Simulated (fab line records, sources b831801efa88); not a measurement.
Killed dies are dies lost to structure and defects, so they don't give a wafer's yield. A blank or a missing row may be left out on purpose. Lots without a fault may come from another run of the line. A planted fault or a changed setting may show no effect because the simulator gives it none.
fab line records | flow sky130
record lots=12 wafers=36 last_day=50
route steps=708 shown FIELD_ISO@2 CONTACT@407 METAL2@501 PAD_OPEN@708
lots that met no fault: from a run of the same line without faults
start_h: hours from the record's first day to the start of the lot's first wafer shown | wait_h: hours since the lot's step before | " the same as in the row above | L1.1+2: a row that stands for several wafers | - no value, or no start given | * or withheld: withheld | < > ~ a bound
route shown NAME@n: a module of which the file shows steps, and the number in the route of the first | usual: mean/standard deviation of fault-free wafers | same: alike in all rows | chamber/n: place in a boat | sites: the reading at each site | _std_site: their standard deviation | _edge_site: outer sites' mean less inner sites' | radius_mm: how far each site lies from the wafer's centre | mask NAME#n: copy n | behind: the tool/chamber that last shaped the wafer | hold: why the lot was held/for how many hours/how that ended | device: the transistor (n, p or np) that didn't switch | end of line: the same wafers' tests at the end of the route | a step without rows: its recipe alone | killed: dies lost to structure and defects at the first sort, not the wafer's yield | map: a wafer's dies, x killed, . not, _ none there
set.NAME: the setting as run; set.NAME@STEP: as run at that earlier step | model.NAME: the simulator's own value behind a step, which no gauge read
steps of the route over a sample of lots; a table a step, a row a wafer
services: from which hour (start_h, from the record's first day; less than 0 if before it) a tool's chamber was out of use, for how many hours, and why
## steps
# step SKY_FIELD_ISO_OXIDATION_01
# recipe temp_c=900 ambient=O2 stabilise_s=600 purge_s=300 target_thk_a=120 ox_time_s=1775
# usual spike_tc_bottom_C=916.4/0.97 spike_tc_lower_C=900.7/1 tube_center_temp_C_max=902.3/0.4
# columns lot.wafer tool chamber start_h wait_h spike_tc_bottom_C spike_tc_lower_C tube_center_temp_C_max
L276.1 furnace-01 0 10.46 0.4 917.8 900.5 902.1
L276.4 " 0 " " 917.1 900.8 902.3
L276.6 " 0 " " 916.0 901.3 902.1
L277.1 furnace-02 0 16.65 1.6 915.5 901.5 901.9
L277.2 " 0 " " 915.3 898.5 902.0
L277.5 " 0 " " 916.9 899.2 902.2
L278.2 furnace-02 0 21.20 1.2 916.6 899.8 902.5
L278.4 " 0 " " 917.3 900.4 902.9
L278.5 " 0 " " 916.7 900.2 902.2
L279.1 furnace-01 0 25.62 0.6 917.4 900.5 901.9
L279.5 " 0 " " 915.9 901.6 902.2
L279.6 " 0 " " 916.1 900.4 901.9
L280.1 furnace-01 0 30.12 0.1 916.4 899.8 902.0
L280.3 " 0 " " 917.2 901.5 904.2
L280.5 " 0 " " 916.1 901.0 902.2
L282.1 furnace-01 0 40.12 0.1 914.8 901.5 902.9
L282.2 " 0 " " 915.4 901.8 902.4
L282.4 " 0 " " 916.2 901.8 902.4
L283.3 furnace-01 0 45.12 0.1 917.2 900.3 902.2
L283.4 " 0 " " 916.6 900.0 902.8
L283.5 " 0 " " 916.2 900.5 902.0
L287.1 furnace-01 0 65.12 0.1 914.4 902.2 902.5
L287.5 " 0 " " 916.5 901.1 902.5
L287.6 " 0 " " 917.8 900.7 902.5
L288.2 furnace-01 0 70.56 0.5 916.6 899.9 902.5
L288.3 " 0 " " 918.6 901.6 902.7
L288.4 " 0 " " 916.0 900.9 902.0
L289.1 furnace-01 0 75.17 0.2 916.6 902.2 901.8
L289.2 " 0 " " 918.2 901.7 903.0
L289.3 " 0 " " 916.4 901.8 902.2
L291.1 furnace-02 0 86.41 1.4 916.8 900.7 901.9
L291.3 " 0 " " 916.9 899.9 902.9
L291.6 " 0 " " 916.2 901.9 902.5
L294.1 furnace-02 0 100.30 0.3 917.4 901.0 902.4
L294.4 " 0 " " 915.4 900.1 902.4
L294.6 " 0 " " 916.3 899.5 902.2
# step SKY_CONTACT_THK_MEAS_01
# recipe reads=Si3N4_of_CONTACT_CVD_00
# usual CONTACT_CVD_00_THK=74.8/0.92
# columns lot.wafer tool chamber start_h wait_h CONTACT_CVD_00_THK[nm]
L276.1 film_metro-02 - 697.74 - 74.5
L276.4 " - " " 75.2
L276.6 " - " " 74.9
L277.1 film_metro-02 - 701.13 - 74.1
L277.2 " - " " 73.0
L277.5 " - " " 74.6
L278.2 film_metro-02 - 719.08 - 75.8
L278.4 " - " " 75.2
L278.5 " - " " 75.9
L279.1 film_metro-03 - 727.23 - 73.1
L279.5 " - " " 73.9
L279.6 " - " " 74.2
L280.1 film_metro-03 - 733.80 - 74.2
L280.3 " - " " 74.2
L280.5 " - " " 75.2
L282.1 film_metro-03 - 752.80 - 74.4
L282.2 " - " " 74.5
L282.4 " - " " 75.5
L283.3 film_metro-01 - 758.56 - 74.0
L283.4 " - " " 75.3
L283.5 " - " " 75.1
L287.1 film_metro-01 - 792.37 - 73.8
L287.5 " - " " 75.6
L287.6 " - " " 75.4
L289.1 film_metro-01 - 800.60 - 74.2
L289.2 " - " " 74.4
L289.3 " - " " 74.6
L288.2 film_metro-01 - 808.35 - 74.2
L288.3 " - " " 74.4
L288.4 " - " " 75.8
L291.1 film_metro-02 - 823.34 - 74.4
L291.3 " - " " 76.5
L291.6 " - " " 76.6
L294.1 film_metro-03 - 873.94 - 73.5
L294.4 " - " " 73.9
L294.6 " - " " 75.1
# step SKY_CONTACT_ETCH_16
# recipe chemistry=N2/H2 target=BARC ion_energy_ev=200 source_w=500 bias_w=100 pressure_mtorr=30 n2_flow_sccm=100 h2_flow_sccm=200 stop_on=SiO2 time_s=45.9 target_depth_a=600
# usual bias_w=99.97/0.29 drypump_motor_current_A=5.77/0.28 oes_product_au=0.855/0.0048 throttle_valve_pct=13.225/0.0087
# columns lot.wafer tool chamber start_h wait_h bias_w drypump_motor_current_A oes_product_au rf_hours_counter_h throttle_valve_pct
L276.1 rie_diel-04 2 725.28 0.0 100.72 5.59 0.846 7 13.214
L276.4 " 1 " " 100.16 5.52 0.858 10 13.228
L276.6 " 1 " " 100.08 5.49 0.851 - 13.227
L277.1 rie_diel-04 0 728.07 0.0 99.80 5.96 0.854 12 13.228
L277.2 " 2 " " 100.03 5.61 0.849 7 13.217
L277.5 " 0 " " 99.89 5.97 0.850 - 13.224
L278.2 rie_diel-01 2 747.33 0.0 100.29 5.96 0.854 17 13.234
L278.4 " 3 " " 99.61 5.17 0.850 1 13.218
L278.5 " 1 " " 99.81 5.91 0.853 - 13.231
L279.1 rie_diel-04 1 754.69 0.0 99.90 5.49 0.853 11 13.222
L279.5 " 0 " " 99.31 5.98 0.853 - 13.237
L279.6 " 3 " " 100.02 5.82 0.856 - 13.233
L280.1 rie_diel-04 2 762.07 0.0 100.71 5.58 0.852 8 13.238
L280.3 " 1 " " 99.94 5.49 0.849 11 13.205
L280.5 " 0 " " 99.96 5.99 0.855 - 13.229
L282.1 rie_diel-04 0 780.04 0.0 99.37 5.98 0.848 14 13.240
L282.2 " 1 " " 99.44 5.49 0.850 11 13.242
L282.4 " 2 " " 99.97 5.58 0.855 9 13.233
L283.3 rie_diel-01 1 786.43 0.0 99.82 5.85 0.854 15 13.222
L283.4 " 0 " " 100.33 5.97 0.848 32 13.217
L283.5 " 0 " " 99.98 5.98 0.851 - 13.224
L287.1 rie_diel-04 0 819.82 0.0 99.88 5.96 0.860 15 13.230
L287.5 " 2 " " 100.23 5.59 0.850 - 13.232
L287.6 " 1 " " 99.33 5.49 0.856 - 13.212
L289.1 rie_diel-04 3 827.52 0.0 99.61 5.80 0.861 24 13.228
L289.2 " 2 " " 99.81 5.60 0.860 10 13.225
L289.3 " 0 " " 100.10 5.97 0.855 16 13.216
L288.2 rie_diel-01 0 834.99 0.0 100.01 6.03 0.858 0 13.221
L288.3 " 1 " " 100.00 5.86 0.857 17 13.224
L288.4 " 3 " " 100.00 5.20 0.847 3 13.198
L291.1 rie_diel-04 3 849.97 0.0 99.84 5.82 0.863 25 13.220
L291.3 " 1 " " 100.10 5.47 0.857 14 13.219
L291.6 " 0 " " 100.07 5.98 0.862 - 13.234
L294.1 rie_diel-01 3 901.83 0.0 100.03 5.22 0.867 5 13.213
L294.4 " 2 " " 99.83 5.98 0.859 23 13.233
L294.6 " 0 " " 99.58 6.05 0.855 - 13.236
# step SKY_METAL2_ETCH_18
# recipe chemistry=N2/H2 target=BARC ion_energy_ev=200 bias_w=100 pressure_mtorr=30 n2_flow_sccm=100 h2_flow_sccm=200 icp_w=500 stop_on=SiO2 time_s=45.9 target_depth_a=600
# usual bias_w=100.01/0.28 drypump_motor_current_A=5.7/0.53 he_backside_leak_sccm=3.28/0.14 oes_product_au=0.854/0.0044 throttle_valve_pct=13.224/0.009
# columns lot.wafer tool chamber start_h wait_h bias_w drypump_motor_current_A he_backside_leak_sccm oes_product_au rf_hours_counter_h throttle_valve_pct
L276.1 rie_metal-02 1 809.82 0.0 99.90 5.9 3.19 0.850 5 13.225
L276.4 " 0 " " 99.64 5.8 3.14 0.859 - 13.225
L276.6 " 0 " " 99.76 5.8 3.45 0.854 - 13.234
L277.1 rie_metal-04 0 813.37 0.0 100.13 6.6 3.33 0.856 15 13.233
L277.2 " 1 " " 100.31 5.9 3.37 0.854 6 13.223
L277.5 " 1 " " 99.95 5.9 3.16 0.857 - 13.235
L278.2 rie_metal-04 1 832.67 0.0 100.28 5.8 3.30 0.857 7 13.225
L278.4 " 0 " " 99.59 6.7 3.17 0.857 - 13.235
L278.5 " 1 " " 99.72 5.9 3.33 0.857 - 13.238
L279.1 rie_metal-02 0 840.71 0.0 99.84 5.7 3.68 0.852 13 13.246
L279.5 " 0 " " 99.54 5.8 3.20 0.854 - 13.222
L279.6 " 1 " " 99.94 5.9 3.15 0.852 - 13.236
L280.1 rie_metal-02 1 847.87 0.0 100.28 5.9 3.11 0.861 7 13.228
L280.3 " 1 " " 100.38 5.9 2.92 0.852 - 13.219
L280.5 " 0 " " 99.39 5.8 3.22 0.856 - 13.218
L282.1 rie_metal-02 0 864.02 0.0 99.38 5.8 3.46 0.854 14 13.202
L282.2 " 1 " " 100.62 5.9 3.32 0.855 8 13.206
L282.4 " 1 " " 100.31 5.9 3.41 0.844 - 13.219
L283.3 rie_metal-03 1 870.20 0.0 99.99 5.4 3.27 0.855 - 13.204
L283.4 " 0 " " 100.37 4.9 3.35 0.859 - 13.227
L283.5 " 0 " " 99.93 5.0 3.39 0.849 - 13.206
L287.1 rie_metal-03 1 904.36 0.0 99.63 5.4 3.44 0.854 9 13.217
L287.5 " 1 " " 100.05 5.5 3.33 0.858 - 13.222
L287.6 " 0 " " 99.59 4.9 3.16 0.857 - 13.219
L289.1 rie_metal-03 0 912.52 0.0 100.06 4.9 2.94 0.860 11 13.231
L289.2 " 1 " " 100.26 5.4 3.22 0.854 9 13.225
L289.3 " 0 " " 99.78 4.9 3.08 0.861 - 13.220
L288.2 rie_metal-03 1 918.57 0.0 100.35 5.4 3.22 0.851 9 13.208
L288.3 " 1 " " 99.83 5.5 3.24 0.856 - 13.218
L288.4 " 0 " " 100.37 4.9 3.26 0.850 - 13.223
L291.1 rie_metal-02 0 930.87 0.0 100.34 5.8 3.62 0.849 18 13.220
L291.3 " 1 " " 100.04 5.9 3.29 0.855 - 13.239
L291.6 " 1 " " 99.94 5.9 3.31 0.847 - 13.215
L294.1 rie_metal-02 0 979.31 0.0 100.23 5.8 3.60 0.851 20 13.223
L294.4 " 0 " " 99.38 5.7 3.55 0.860 - 13.244
L294.6 " 0 " " 99.86 5.7 3.38 0.857 - 13.224
# step SKY_PAD_OPEN_PROBE_99
# usual killed_at_M0_to_M3=43/6.2 killed_at_M4_up=2.8/1.7 killed_at_contacts=24/4.8 killed_at_front_end=15/4.3 killed_at_other=0.3/0.55 killed_dies=85/8.4 killed_on_rim=17/3.8 killed_open=46/6.7 killed_short=38/6.2
# same gross_dies=492 killed_at_back_side=0
# columns lot.wafer tool chamber start_h wait_h killed_at_M0_to_M3 killed_at_M4_up killed_at_contacts killed_at_front_end killed_at_other killed_dies killed_on_rim killed_open killed_short
L287.1 prober-02 - 1140.96 0.1 49 2 19 21 0 91 17 53 38
L287.5 prober-02 - 1141.16 0.2 45 5 22 17 0 89 19 51 38
L287.6 prober-02 - 1141.21 0.2 51 2 25 18 0 96 21 45 51
L289.1 prober-01 - 1145.28 0.1 33 1 19 108 0 161 39 42 32
L289.2 prober-01 - 1145.33 0.1 47 3 22 92 0 164 32 53 32
L289.3 prober-01 - 1145.38 0.2 42 1 14 93 0 150 26 36 29
L288.2 prober-02 - 1146.11 0.1 41 4 20 101 1 167 39 41 39
L288.3 prober-02 - 1146.16 0.2 44 2 23 87 1 157 28 52 29
L288.4 prober-02 - 1146.21 0.2 36 2 27 84 2 151 25 50 30
# killed by level:class
L287.1 CONTACT:geometric_particle:open=9 METAL1:geometric_particle:short=9 VIA1:geometric_particle:open=8 METAL2:geometric_particle:open=6 VIA2:geometric_particle:open=6 FIELD_ISO:geometric_particle:open=5 METAL2:geometric_particle:short=5 LI_CONTACT:geometric_particle:open=4
L287.5 VIA1:geometric_particle:open=14 CONTACT:geometric_particle:open=8 LI_CONTACT:geometric_particle:open=7 VIA1:geometric_particle:short=5 METAL1:geometric_particle:short=5 METAL2:geometric_particle:short=5 VIA3:geometric_particle:open=4 FIELD_ISO:geometric_particle:open=3
L287.6 CONTACT:geometric_particle:open=10 METAL1:geometric_particle:short=9 LI_CONTACT:geometric_particle:open=8 METAL2:geometric_particle:short=7 VIA2:geometric_particle:open=6 POLY_GATE:geometric_particle:short=5 CONTACT:geometric_particle:short=5 VIA1:geometric_particle:short=5
L289.1 FIELD_ISO:unspecified=87 VIA1:geometric_particle:open=10 FIELD_ISO:geometric_particle:open=9 CONTACT:geometric_particle:open=7 FIELD_ISO:geometric_particle:short=5 METAL1:geometric_particle:short=5 LI_CONTACT:geometric_particle:open=4 VIA2:geometric_particle:open=4
L289.2 FIELD_ISO:unspecified=79 VIA1:geometric_particle:open=14 CONTACT:geometric_particle:open=9 METAL2:geometric_particle:short=7 VIA2:geometric_particle:open=7 VIA3:geometric_particle:open=6 FIELD_ISO:geometric_particle:open=5 POLY_GATE:geometric_particle:open=4
L289.3 FIELD_ISO:unspecified=85 VIA1:geometric_particle:open=10 VIA1:geometric_particle:short=6 LI_CONTACT:geometric_particle:open=6 VIA3:geometric_particle:open=6 METAL2:geometric_particle:short=6 METAL1:geometric_particle:short=5 CONTACT:geometric_particle:short=3
L288.2 FIELD_ISO:unspecified=87 VIA1:geometric_particle:open=12 LOCAL_INTERCONNECT:geometric_particle:short=6 POLY_GATE:geometric_particle:open=5 LI_CONTACT:geometric_particle:short=4 LI_CONTACT:geometric_particle:open=4 METAL1:geometric_particle:short=4 VIA1:geometric_particle:short=4
L288.3 FIELD_ISO:unspecified=75 VIA2:geometric_particle:open=9 VIA1:geometric_particle:open=8 VIA3:geometric_particle:open=8 CONTACT:geometric_particle:open=7 POLY_GATE:geometric_particle:short=5 LI_CONTACT:geometric_particle:open=5 LOCAL_INTERCONNECT:geometric_particle:open=4
L288.4 FIELD_ISO:unspecified=69 CONTACT:geometric_particle:open=11 VIA1:geometric_particle:open=10 FIELD_ISO:geometric_particle:open=7 LI_CONTACT:geometric_particle:open=7 METAL2:geometric_particle:short=6 METAL1:geometric_particle:short=5 VIA2:geometric_particle:open=4
## services
# columns tool chamber start_h hours kind
rie_diel-04 3 -8.31 1.3 repair
rie_diel-04 - -3.60 2.8 pm
furnace-01 - 1.00 3.6 pm
rie_diel-04 - 32.93 50.9 repair
furnace-01 - 139.01 3.5 pm
furnace-01 - 169.50 3.5 pm
rie_diel-04 1 183.28 1.3 repair
furnace-01 - 241.99 15.1 repair
rie_diel-04 0 263.14 2.5 repair
rie_diel-04 2 294.94 8.6 repair
rie_diel-04 1 300.88 7.6 repair
furnace-01 - 337.00 3.9 pm
furnace-01 - 410.24 3.5 pm
furnace-01 - 475.50 4.9 pm
rie_diel-04 0 489.39 9.0 repair
rie_diel-04 1 524.74 4.6 repair
furnace-01 - 537.67 17.5 repair
rie_diel-04 1 566.23 2.6 repair
furnace-01 - 568.87 8.5 pm
rie_diel-04 3 635.97 2.2 repair
furnace-01 - 672.80 2.7 pm
furnace-01 - 692.21 3.1 pm
rie_diel-04 1 711.31 4.9 repair
rie_diel-04 2 733.94 4.7 repair
## key
first_sign step=SKY_PAD_OPEN_PROBE_99 reading=killed_at_front_end direction=up sigmas=19 usual=15 struck=94
effect step=SKY_PAD_OPEN_PROBE_99 reading=killed_dies direction=up sigmas=8.8 usual=85 struck=158
met_at SKY_FIELD_ISO_OXIDATION_01
struck_lots L288,L289
tester_left_out L288,L289
not_acting_at SKY_CONTACT_THK_MEAS_01,SKY_CONTACT_ETCH_16,SKY_METAL2_ETCH_18
onset_between 65.12 70.56
fault kind=chamber_particle_source tool=furnace-01 chamber=- onset_h=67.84 steps=SKY_FIELD_ISO_OXIDATION_01 rate_per_visit_cm2=0.39059 end_h=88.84
# tester_left_out: of these lots the tester's yield and bins aren't shown, on N5 and GAA mostly nor the transistor test; their killed dies are dies lost to structure and defects alone, not to doping, threshold or leakage, so they don't give the yield
